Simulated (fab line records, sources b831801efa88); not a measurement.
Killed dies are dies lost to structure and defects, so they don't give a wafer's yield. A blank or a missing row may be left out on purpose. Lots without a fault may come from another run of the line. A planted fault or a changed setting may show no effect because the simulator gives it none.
fab line records | flow sky130
record lots=5 wafers=23
route steps=708 shown CAP2M@605 METAL4@634 VIA4@646 METAL5@672 PAD_OPEN@696
start_h: hours from the record's first day to the start of the lot's first wafer shown | wait_h: hours since the lot's step before | " the same as in the row above | L1.1+2: a row that stands for several wafers | - no value, or no start given | * or withheld: withheld | < > ~ a bound
route shown NAME@n: a module of which the file shows steps, and the number in the route of the first | usual: mean/standard deviation of fault-free wafers | same: alike in all rows | chamber/n: place in a boat | sites: the reading at each site | _std_site: their standard deviation | _edge_site: outer sites' mean less inner sites' | radius_mm: how far each site lies from the wafer's centre | mask NAME#n: copy n | behind: the tool/chamber that last shaped the wafer | hold: why the lot was held/for how many hours/how that ended | device: the transistor (n, p or np) that didn't switch | end of line: the same wafers' tests at the end of the route | a step without rows: its recipe alone | killed: dies lost to structure and defects at the first sort, not the wafer's yield | map: a wafer's dies, x killed, . not, _ none there
set.NAME: the setting as run; set.NAME@STEP: as run at that earlier step | model.NAME: the simulator's own value behind a step, which no gauge read
lots whose settings were changed on purpose; a table a step, a row a wafer
## steps
# step SKY_CAP2M_SPUTTER_02
# recipe material=TiN target_thk_nm=200 temp_c=300 power_w=6500 time_s=166.7 chamber_pressure_pa=0.4
# columns lot.wafer tool chamber start_h wait_h set.power_w model.TiN_of_CAP2M_SPUTTER_02.thk_nm
L076.1 pvd_sputter-02 - 964.34 0.1 6500 194.6
L076.2 " - " " 7108 212.7
L076.3 " - " " 7108 214.8
L076.5 " - " " 6500 195.8
L076.6 " - " " 7108 213.6
L080.1 pvd_sputter-02 - 971.02 0.1 6500 198.5
L080.3 " - " " 6215 188.4
L080.4 " - " " 6215 196.2
L080.5 " - " " 6500 198.2
L080.6 " - " " 6215 191
L082.1 pvd_sputter-02 - 981.57 0.1 6500 199.9
L082.2 " - " " 6213 190.4
L082.3 " - " " 6213 189.3
L082.5 " - " " 6500 199.7
L082.6 " - " " 6213 191.1
L083.4 pvd_sputter-03 - 983.41 0.1 6500 198.4
L083.5 " - " " 6500 199.3
L083.6 " - " " 6500 204.3
L085.2 pvd_sputter-02 - 997.48 0.0 6847 214.8
L085.3 " - " " 6500 199.4
L085.4 " - " " 6500 197.4
L085.5 " - " " 6500 202.5
L085.6 " - " " 6847 209.2
# step SKY_CAP2M_RS_MEAS_03
# recipe thk_meas_gauge=four-point-probe reads=TiN_of_CAP2M_SPUTTER_02
# usual CAP2M_TIN_RS=6.93/0.12
# columns lot.wafer tool chamber start_h wait_h set.power_w@CAP2M_SPUTTER_02 CAP2M_TIN_RS[ohm/sq]
L076.1 film_metro-04 - 964.47 0.1 6500 7.11
L076.2 " - " " 7108 6.50
L076.3 " - " " 7108 6.44
L076.5 " - " " 6500 7.07
L076.6 " - " " 7108 6.47
L080.1 film_metro-03 - 971.14 0.1 6500 6.95
L080.3 " - " " 6215 7.35
L080.4 " - " " 6215 7.04
L080.5 " - " " 6500 6.96
L080.6 " - " " 6215 7.25
L082.1 film_metro-03 - 981.68 0.1 6500 6.90
L082.2 " - " " 6213 7.26
L082.3 " - " " 6213 7.29
L082.5 " - " " 6500 6.91
L082.6 " - " " 6213 7.24
L083.4 film_metro-01 - 983.53 0.1 6500 6.96
L083.5 " - " " 6500 6.92
L083.6 " - " " 6500 6.75
L085.2 film_metro-03 - 997.61 0.1 6847 6.40
L085.3 " - " " 6500 6.92
L085.4 " - " " 6500 6.98
L085.5 " - " " 6500 6.82
L085.6 " - " " 6847 6.60
# step SKY_CAP2M_THK_MEAS_04
# recipe thk_meas_gauge=xrf reads=TiN_of_CAP2M_SPUTTER_02
# usual CAP2M_TIN_THK=206/3.5
# columns lot.wafer tool chamber start_h wait_h set.power_w@CAP2M_SPUTTER_02 CAP2M_TIN_THK[nm]
L076.1 film_metro-04 - 964.59 0.1 6500 201
L076.2 " - " " 7108 220
L076.3 " - " " 7108 221
L076.5 " - " " 6500 202
L076.6 " - " " 7108 220
L080.1 film_metro-03 - 971.26 0.1 6500 204
L080.3 " - " " 6215 193
L080.4 " - " " 6215 200
L080.5 " - " " 6500 203
L080.6 " - " " 6215 196
L082.1 film_metro-03 - 981.80 0.1 6500 205
L082.2 " - " " 6213 196
L082.3 " - " " 6213 194
L082.5 " - " " 6500 205
L082.6 " - " " 6213 196
L083.4 film_metro-01 - 983.62 0.1 6500 205
L083.5 " - " " 6500 207
L083.6 " - " " 6500 211
L085.2 film_metro-03 - 997.72 0.1 6847 222
L085.3 " - " " 6500 205
L085.4 " - " " 6500 203
L085.5 " - " " 6500 210
L085.6 " - " " 6847 216
# step SKY_CAP2M_DEHYDRATE_05
# recipe temp_c=200 time_s=60
# step SKY_CAP2M_HMDS_06
# recipe prime_time_s=60 prime_temp_c=120
# step SKY_CAP2M_DEVELOP_11
# recipe resist=NOVOLAK developer=TMAH develop_time_s=60 dev_temp_c=23
# step SKY_CAP2M_METAL_ETCH_13
# recipe target_depth_nm=220 stop_on=SiO2 chemistry=Cl2/BCl3 target=TiN pressure_mtorr=10 icp_w=900 bias_w=48.5 Cl2_flow_sccm=60 bcl3_flow_sccm=30 time_s=62.9
# usual oes_product_au=0.941/0.0098
# columns lot.wafer tool chamber start_h wait_h set.power_w@CAP2M_SPUTTER_02 oes_product_au
L076.1 rie_metal-02 1 987.82 0.0 6500 0.932
L076.2 " 0 " " 7108 0.977
L076.3 " 0 " " 7108 0.985
L076.5 " 1 " " 6500 0.934
L076.6 " 0 " " 7108 0.983
L080.1 rie_metal-04 0 994.40 0.0 6500 0.941
L080.3 " 0 " " 6215 0.907
L080.4 " 1 " " 6215 0.921
L080.5 " 0 " " 6500 0.942
L080.6 " 1 " " 6215 0.921
L082.1 rie_metal-02 1 1004.77 0.0 6500 0.935
L082.2 " 0 " " 6213 0.926
L082.3 " 0 " " 6213 0.911
L082.5 " 1 " " 6500 0.945
L082.6 " 0 " " 6213 0.917
L083.4 rie_metal-03 1 1006.44 0.0 6500 0.942
L083.5 " 0 " " 6500 0.942
L083.6 " 1 " " 6500 0.952
L085.2 rie_metal-04 1 1021.07 0.0 6847 0.979
L085.3 " 0 " " 6500 0.935
L085.4 " 1 " " 6500 0.933
L085.5 " 0 " " 6500 0.953
L085.6 " 1 " " 6847 0.978
# step SKY_METAL4_METAL_ETCH_18
# recipe target_depth_a=8450 stop_on=SiO2 over_etch_frac=0.3 time_s=183.1 chemistry=Cl2/BCl3 resist_sidewall_deg=88 pressure_mtorr=10 icp_w=900 bias_w=48.5 Cl2_flow_sccm=60 bcl3_flow_sccm=30
# columns lot.wafer tool chamber start_h wait_h set.icp_w model.KrF-thick_of_METAL4_COAT_08.thk_nm
L076.1 rie_metal-01 0 1012.09 0.0 900 526.2
L076.2 " 1 " " 968.7 485.5
L076.3 " 0 " " 968.7 484.4
L076.5 " 0 " " 900 511.6
L076.6 " 1 " " 900 514.8
L080.1 rie_metal-01 1 1019.57 0.0 828.3 557.6
L080.3 " 0 " " 828.3 555.7
L080.4 " 1 " " 828.3 550.1
L080.5 " 1 " " 900 519.9
L080.6 " 0 " " 900 521.3
L082.1 rie_metal-03 0 1029.29 0.0 900 527.5
L082.2 " 1 " " 900 511.7
L082.3 " 1 " " 900 522.8
L082.5 " 0 " " 900 523.7
L082.6 " 1 " " 900 516
L083.4 rie_metal-03 1 1031.23 0.1 900 510.1
L083.5 " 0 " " 900 521.6
L083.6 " 1 " " 900 515
L085.2 rie_metal-01 1 1043.64 0.0 900 514.9
L085.3 " 1 " " 900 511.2
L085.4 " 0 " " 841.2 543
L085.5 " 1 " " 841.2 548
L085.6 " 0 " " 841.2 541.9
# step SKY_METAL4_STRIP_19
# recipe chemistry=O2/N2 power_w=1400 pressure_mtorr=1500 platen_temp_c=withheld o2_flow_sccm=3000 n2_flow_sccm=300 overash_fraction=0.5
# usual strip_time_to_endpoint_s=6.50/0.1
# columns lot.wafer tool chamber start_h wait_h set.icp_w@METAL4_METAL_ETCH_18 strip_time_to_endpoint_s
L076.1 plasma_asher-03 0 1012.27 0.1 900 6.53
L076.2 " 1 " " 968.7 6.12
L076.3 " 0 " " 968.7 6.12
L076.5 " 1 " " 900 6.38
L076.6 " 0 " " 900 6.42
L080.1 plasma_asher-04 0 1019.74 0.1 828.3 6.83
L080.3 " 1 " " 828.3 6.82
L080.4 " 0 " " 828.3 6.76
L080.5 " 0 " " 900 6.46
L080.6 " 1 " " 900 6.46
L082.1 plasma_asher-04 0 1029.47 0.1 900 6.55
L082.2 " 1 " " 900 6.37
L082.3 " 1 " " 900 6.49
L082.5 " 0 " " 900 6.52
L082.6 " 1 " " 900 6.41
L083.4 plasma_asher-04 1 1031.38 0.1 900 6.36
L083.5 " 0 " " 900 6.48
L083.6 " 1 " " 900 6.41
L085.2 plasma_asher-04 1 1043.82 0.1 900 6.41
L085.3 " 1 " " 900 6.38
L085.4 " 0 " " 841.2 6.69
L085.5 " 0 " " 841.2 6.74
L085.6 " 1 " " 841.2 6.67
# step SKY_VIA4_SOFTBAKE_07
# recipe temp_c=90 time_s=60 resist=NOVOLAK
# columns lot.wafer tool chamber start_h wait_h set.temp_c
L076.1+5 litho_track-04 0 1024.58 0.1 90
L076.2+3+6 " 0 " " 91
L080.1+4+6 litho_track-02 0 1032.41 0.1 93.53
L080.3+5 " 0 " " 90
L082.1+3 litho_track-04 0 1041.18 0.1 86.93
L082.2+5+6 " 0 " " 90
L083.4+5+6 litho_track-02 0 1042.49 0.1 90
L085.2+4+6 litho_track-02 0 1056.29 0.1 90
L085.3+5 " 0 " " 92.55
# step SKY_VIA4_EXPOSE_08
# recipe mask_id=VIM4 na=0.6 source_shape=conventional sigma_outer=0.6 polarization=unpolarized target_cd_nm=800 dose_mj=132
# step SKY_VIA4_PEB_09
# recipe temp_c=withheld time_s=* resist=NOVOLAK
# step SKY_VIA4_DEVELOP_10
# recipe resist=NOVOLAK developer=TMAH develop_time_s=60 dev_temp_c=23.69
# columns lot.wafer tool chamber start_h wait_h set.temp_c@VIA4_SOFTBAKE_07 model.NOVOLAK_of_VIA4_COAT_06.thk_nm
L076.1 litho_track-02 0 1036.41 0.1 90 1142
L076.2 " 0 " " 91 1135
L076.3 " 0 " " 91 1140
L076.5 " 0 " " 90 1143
L076.6 " 0 " " 91 1137
L080.1+6 litho_track-04 0 1042.13 0.1 93.53 1129
L080.3 " 0 " " 90 1138
L080.4 " 0 " " 93.53 1131
L080.5 " 0 " " 90 1135
L082.1 litho_track-02 0 1051.46 0.1 86.93 1146
L082.2+6 " 0 " " 90 1137
L082.3 " 0 " " 86.93 1150
L082.5 " 0 " " 90 1135
L083.4+6 litho_track-04 0 1052.85 0.1 90 1144
L083.5 " 0 " " 90 1143
L085.2 litho_track-02 0 1065.99 0.1 90 1138
L085.3 " 0 " " 92.55 1133
L085.4 " 0 " " 90 1141
L085.5 " 0 " " 92.55 1129
L085.6 " 0 " " 90 1136
# step SKY_VIA4_SPUTTER_17
# recipe material=TiN target_thk_nm=20 chamber_pressure_pa=5 power_w=4000 time_s=80
# columns lot.wafer tool chamber start_h wait_h set.time_s model.TiN_of_VIA4_SPUTTER_17.thk_nm
L076.1 pvd_sputter-01 - 1037.36 0.0 80 20
L076.2 " - " " 80 20.12
L076.3 " - " " 80 19.86
L076.5 " - " " 80 20.31
L076.6 " - " " 80 19.93
L080.1 pvd_sputter-03 - 1043.08 0.0 80 20.11
L080.3 " - " " 75.46 19.22
L080.4 " - " " 80 20.05
L080.5 " - " " 80 20.2
L080.6 " - " " 75.46 19.34
L082.1 pvd_sputter-03 - 1052.71 0.0 80 20.29
L082.2 " - " " 90.37 22.9
L082.3 " - " " 80 20.09
L082.5 " - " " 90.37 22.97
L082.6 " - " " 80 19.91
L083.4 pvd_sputter-04 - 1054.06 0.0 80 19.93
L083.5 " - " " 80 20
L083.6 " - " " 80 19.91
L085.2 pvd_sputter-01 - 1066.86 0.0 80 20.03
L085.3 " - " " 80 19.94
L085.4 " - " " 80 19.96
L085.5 " - " " 87.89 22.12
L085.6 " - " " 87.89 22.02
# step SKY_METAL5_EXPOSE_11
# recipe mask_id=MM5 na=0.6 source_shape=conventional sigma_outer=0.6 polarization=unpolarized target_cd_nm=1600 dose_mj=190
# columns lot.wafer tool chamber start_h wait_h mask set.dose_mj
L076.1+3+5 iline_stepper-02 0 - - MM5#0 190
L076.2+6 " 0 " " MM5#0 186.4
L080.1+4 iline_stepper-01 0 - - MM5#0 194.6
L080.3+5+6 " 0 " " MM5#0 190
L082.1+2+5 iline_stepper-02 0 - - MM5#0 190
L082.3+6 " 0 " " MM5#0 180.3
L083.4+5+6 iline_stepper-01 0 - - MM5#0 190
L085.2+3+5 iline_stepper-02 0 - - MM5#0 198.8
L085.4+6 " 0 " " MM5#0 190
# step SKY_METAL5_PEB_12
# recipe temp_c=withheld time_s=* resist=NOVOLAK
# step SKY_METAL5_DEVELOP_13
# recipe resist=NOVOLAK developer=TMAH develop_time_s=60 dev_temp_c=23.66
# columns lot.wafer tool chamber start_h wait_h set.dose_mj@METAL5_EXPOSE_11 model.METAL5.cd_nm
L076.1+5 litho_track-01 0 1059.48 0.1 190 1596
L076.2 " 0 " " 186.4 1603
L076.3 " 0 " " 190 1598
L076.6 " 0 " " 186.4 1602
L080.1+4 litho_track-04 0 1065.53 0.1 194.6 1591
L080.3+6 " 0 " " 190 1599
L080.5 " 0 " " 190 1597
L082.1 litho_track-01 0 1074.28 0.1 190 1599
L082.2 " 0 " " 190 1598
L082.3 " 0 " " 180.3 1613
L082.5 " 0 " " 190 1601
L082.6 " 0 " " 180.3 1612
L083.4+6 litho_track-04 0 1076.35 0.1 190 1599
L083.5 " 0 " " 190 1598
L085.2+3 litho_track-04 0 1088.95 0.1 198.8 1591
L085.4 " 0 " " 190 1602
L085.5 " 0 " " 198.8 1588
L085.6 " 0 " " 190 1605
# step SKY_PAD_OPEN_COAT_02
# recipe spin_rpm=2000 resist_thk_nm=3000
# columns lot.wafer tool chamber start_h wait_h set.spin_rpm model.coat_of_PAD_OPEN_COAT_02.thk_nm
L076.1 litho_track-04 0 1092.43 0.1 2000 2993
L076.2+5 " 0 " " 2000 2995
L076.3 " 0 " " 2000 2996
L076.6 " 0 " " 2000 3001
L080.1 litho_track-03 0 1098.79 0.1 2099 2932
L080.3 " 0 " " 2000 3005
L080.4 " 0 " " 2000 3008
L080.5 " 0 " " 2099 2928
L080.6 " 0 " " 2099 2929
L082.1 litho_track-03 0 1107.44 0.1 2000 3002
L082.2 " 0 " " 2000 3011
L082.3 " 0 " " 2000 3009
L082.5 " 0 " " 2000 3010
L082.6 " 0 " " 2000 2999
L083.4 litho_track-03 0 1109.46 0.1 2000 3001
L083.5 " 0 " " 2000 2987
L083.6 " 0 " " 2000 3003
L085.2 litho_track-03 0 1121.01 0.1 2000 3014
L085.3 " 0 " " 2000 3008
L085.4 " 0 " " 2068 2965
L085.5 " 0 " " 2068 2957
L085.6 " 0 " " 2068 2970
## key
split step=SKY_CAP2M_SPUTTER_02 setting=power_w stated=6500 by=wafer
response step=SKY_CAP2M_SPUTTER_02 reading=model.TiN_of_CAP2M_SPUTTER_02.thk_nm change=+2 per=1% r=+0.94
response step=SKY_CAP2M_RS_MEAS_03 reading=CAP2M_TIN_RS change=-0.0689 per=1% r=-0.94
response step=SKY_CAP2M_THK_MEAS_04 reading=CAP2M_TIN_THK change=+2.04 per=1% r=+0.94
response step=SKY_CAP2M_METAL_ETCH_13 reading=oes_product_au change=+0.00562 per=1% r=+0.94
split step=SKY_METAL4_METAL_ETCH_18 setting=icp_w stated=900 by=wafer
response step=SKY_METAL4_METAL_ETCH_18 reading=model.KrF-thick_of_METAL4_COAT_08.thk_nm change=-4.4 per=1% r=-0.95
response step=SKY_METAL4_STRIP_19 reading=strip_time_to_endpoint_s change=* per=1% r=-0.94
split step=SKY_VIA4_SOFTBAKE_07 setting=temp_c stated=90 by=wafer
response step=SKY_VIA4_DEVELOP_10 reading=model.NOVOLAK_of_VIA4_COAT_06.thk_nm change=-2.56 per=1% r=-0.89
split step=SKY_VIA4_SPUTTER_17 setting=time_s stated=80 by=wafer
response step=SKY_VIA4_SPUTTER_17 reading=model.TiN_of_VIA4_SPUTTER_17.thk_nm change=+0.209 per=1% r=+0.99
split step=SKY_METAL5_EXPOSE_11 setting=dose_mj stated=190 by=wafer
response step=SKY_METAL5_DEVELOP_13 reading=model.METAL5.cd_nm change=-2.8 per=1% r=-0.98
split step=SKY_PAD_OPEN_COAT_02 setting=spin_rpm stated=2000 by=wafer
response step=SKY_PAD_OPEN_COAT_02 reading=model.coat_of_PAD_OPEN_COAT_02.thk_nm change=-15 per=1% r=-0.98
